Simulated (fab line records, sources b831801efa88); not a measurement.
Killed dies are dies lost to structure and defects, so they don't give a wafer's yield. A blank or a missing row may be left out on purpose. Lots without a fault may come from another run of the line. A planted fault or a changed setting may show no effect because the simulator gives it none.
A struck lot beside a sound one | flow sfq_line | 42 steps out of a route of 325
Sound: wafers L334.3, L334.5, L334.6. Struck: wafer L349.3. (L349.2, L349.6 of the same lot were not struck and are left out.) The cause comes at the end.
At each step with rows: each side's tool, then ch and its chambers, then its first start. Under that, the readings that differ: sound wafers | struck wafers | difference of the means | sigmas: that difference in standard deviations of wafers without a fault.
alike: readings whose means differ by less than 2 such deviations, and words and numbers that are the same on both sides. not compared: withheld readings, readings that some wafer has no value for, bounds like >300 that may hide the same value, and numbers for which the record gives no deviation and whose values overlap.
The two part at a step that has a row with sigmas, a row that says differs or no value, or rows on one side only. Numbers that don't overlap but have no deviation are shown without sigmas and don't part them. A reading that every wafer of one side lacks parts them only if that side has two wafers or more.

SFQ_TRILAYER_R5_DEP_SPUTTER_133: material MoNx, target thk 40 nm, time 66.7 s.
  sound on pvd_sputter-04, day 52 13:47; struck on pvd_sputter-05, day 58 19:15
  alike: throttle_valve_pct
then, 1 step without rows for these wafers: SFQ_TRILAYER_R5_DEP_SPUTTER_134 (material Ti, target thk 5 nm, time 5 s).
SFQ_R5_RS_MEAS_933: measures by four-point-probe.
  sound on film_metro-02, day 52 13:53; struck on film_metro-04, day 58 19:20
  alike: R5_MONX_RS
SFQ_R5_THK_MEAS_934: measures by xrf.
  sound on film_metro-02, day 52 13:59; struck on film_metro-04, day 58 19:27
  alike: R5_MONX_THK
then, 6 steps without rows for these wafers: SFQ_TRILAYER_R5_LITHO_COAT_141 (resist thk 62 nm); SFQ_TRILAYER_R5_LITHO_COAT_136 (resist thk 600 nm); SFQ_TRILAYER_R5_LITHO_SOFTBAKE_140; SFQ_TRILAYER_R5_LITHO_EXPOSE_137 (exposes mask R5, target cd 500 nm); SFQ_TRILAYER_R5_LITHO_PEB_139 (peb time 60 s); SFQ_TRILAYER_R5_LITHO_DEVELOP_138 (time 60 s).
-- the record jumps here: 5 days lie between the struck wafers' starts before and after --
SFQ_R5_OVL_MEAS_935:
  sound on overlay-01, day 58 01:18; struck on overlay-02, day 64 03:44
  alike: R5_OVL
SFQ_TRILAYER_R5_BARC_OPEN_METAL_ETCH_177: etches BARC in O2, target depth 125 nm, time 41.7 s.
  sound on rie_metal-03 ch 0,1, day 58 01:20; struck on rie_metal-01 ch 0, day 64 03:46
  alike: drypump_motor_current_A, oes_product_au
  not compared: rf_hours_counter_h
SFQ_TRILAYER_R5_ETCH_METAL_ETCH_139: etches the open film in Cl2, stops on SiO2, target depth 60 nm, time 40 s.
  sound on rie_metal-03 ch 0,1, day 58 01:24; struck on rie_metal-01 ch 0, day 64 03:50
  reading                                             | sound             | struck | difference | sigmas
  oes_product_au (a.u.)                               | 0.992 0.993 0.992 | 0.777  | -0.215     | -47
  model.R5.feature_depth_nm (nm)                      | 60 60 60          | 39.28  | -20.72     |
  model.etch.depth_nm (nm)                            | 60 60 60          | 39.28  | -20.72     |
  model.KrF_of_TRILAYER_R5_LITHO_COAT_136.thk_nm (nm) | 498.1 499.8 499.5 | 505.6  | +6.5       |
  alike: drypump_motor_current_A
  not compared: rf_hours_counter_h
SFQ_TRILAYER_R5_STRIP_STRIP_140: strips in O2.
  sound on rie_metal-03 ch 0,1, day 58 01:38; struck on rie_metal-01 ch 0, day 64 03:53
  alike: drypump_motor_current_A, oes_product_au
  not compared: rf_hours_counter_h
then, 8 steps without rows for these wafers: SFQ_TRILAYER_R5_STRIP_SOLV_CLEAN_141 (cleans in NMP, time 600 s); SFQ_TRILAYER_A5C_DEP_PECVD_142 (deposits SiO2 from SiH4/N2O, time 15.556 s, target thk 70 nm); SFQ_TRILAYER_I5_LITHO_COAT_149 (resist thk 62 nm); SFQ_TRILAYER_I5_LITHO_COAT_144 (resist thk 650 nm); SFQ_TRILAYER_I5_LITHO_SOFTBAKE_148; SFQ_TRILAYER_I5_LITHO_EXPOSE_145 (exposes mask I5, target cd 700 nm); SFQ_TRILAYER_I5_LITHO_PEB_147 (peb time 60 s); SFQ_TRILAYER_I5_LITHO_DEVELOP_146 (time 60 s).
-- the record jumps here: 5 days lie between the struck wafers' starts before and after --
SFQ_I5_OVL_MEAS_936:
  sound on overlay-02, day 63 09:30; struck on overlay-01, day 68 23:20
  alike: I5_OVL
then, 10 steps without rows for these wafers: SFQ_TRILAYER_I5_BARC_OPEN_VIA_ETCH_200 (etches BARC in O2, target depth 125 nm, time 41.7 s); SFQ_TRILAYER_I5_ETCH_VIA_ETCH_147 (etches the open film in CHF3, stops on Nb, target depth 360 nm); SFQ_TRILAYER_I5_STRIP_STRIP_148 (strips in O2); SFQ_TRILAYER_I5_STRIP_SOLV_CLEAN_149 (cleans in NMP, time 600 s); SFQ_TRILAYER_C5_LITHO_COAT_156 (resist thk 62 nm); SFQ_TRILAYER_C5_LITHO_COAT_151 (resist thk 650 nm); SFQ_TRILAYER_C5_LITHO_SOFTBAKE_155; SFQ_TRILAYER_C5_LITHO_EXPOSE_152 (exposes mask C5, target cd 500 nm); SFQ_TRILAYER_C5_LITHO_PEB_154 (peb time 60 s); SFQ_TRILAYER_C5_LITHO_DEVELOP_153 (time 60 s).
-- the record jumps here: 5 days lie between the struck wafers' starts before and after --
SFQ_C5_OVL_MEAS_937:
  sound on overlay-01, day 67 21:49; struck on overlay-02, day 73 13:15
  alike: C5_OVL
SFQ_TRILAYER_C5_BARC_OPEN_VIA_ETCH_210: etches BARC in O2, target depth 125 nm, time 41.7 s.
  sound on rie_diel-03 ch 0,1,2, day 67 21:50; struck on rie_diel-04 ch 0, day 73 13:17
  alike: drypump_motor_current_A, oes_product_au
  not compared: rf_hours_counter_h
then, 1 step without rows for these wafers: SFQ_TRILAYER_C5_ETCH_VIA_ETCH_154 (etches SiO2 in CHF3, stops on Nb, target depth 84 nm).
SFQ_TRILAYER_C5_STRIP_STRIP_155: strips in O2.
  sound on rie_metal-03 ch 0,1, day 67 22:08; struck on rie_metal-02 ch 0, day 73 13:22
  alike: drypump_motor_current_A, oes_product_au
  not compared: rf_hours_counter_h
then, 3 steps without rows for these wafers: SFQ_TRILAYER_C5_STRIP_SOLV_CLEAN_156 (cleans in NMP, time 600 s); SFQ_TRILAYER_M6_DEP_PRE_CLEAN_158 (time 22.5 s); SFQ_TRILAYER_M6_DEP_SPUTTER_157 (material Nb, target thk 200 nm, time 133.3 s).
SFQ_M6_RS_MEAS_938: measures by four-point-probe.
  sound on film_metro-01, day 67 22:52; struck on film_metro-03, day 73 14:17
  alike: M6_NB_RS
-- the record jumps here: 17 days lie between the struck wafers' starts before and after (it left off in module M6 and takes up again in module M8, whose first step shown is number 325 of the route) --
SFQ_M8_BOW_MEAS_951:
  sound on film_metro-03, day 87 06:33; struck on film_metro-03, day 91 00:02
  reading                       | sound    | struck | difference | sigmas
  model.etest.r5.comb_log10_ohm | 12 12 12 | 0      | -12        |
  alike: M8_BOW

WHERE THEY PART
Only at SFQ_TRILAYER_R5_ETCH_METAL_ETCH_139, within this record. Later steps at which nothing parts them and some readings are alike: SFQ_TRILAYER_R5_STRIP_STRIP_140, SFQ_I5_OVL_MEAS_936, SFQ_C5_OVL_MEAS_937, SFQ_TRILAYER_C5_BARC_OPEN_VIA_ETCH_210, SFQ_TRILAYER_C5_STRIP_STRIP_155, SFQ_M6_RS_MEAS_938, SFQ_M8_BOW_MEAS_951.

WHY: what the simulator had put in
Process parameter drift: rie_metal-01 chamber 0, from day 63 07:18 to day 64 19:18, at SFQ_TRILAYER_R5_ETCH_METAL_ETCH_139. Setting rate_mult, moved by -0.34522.
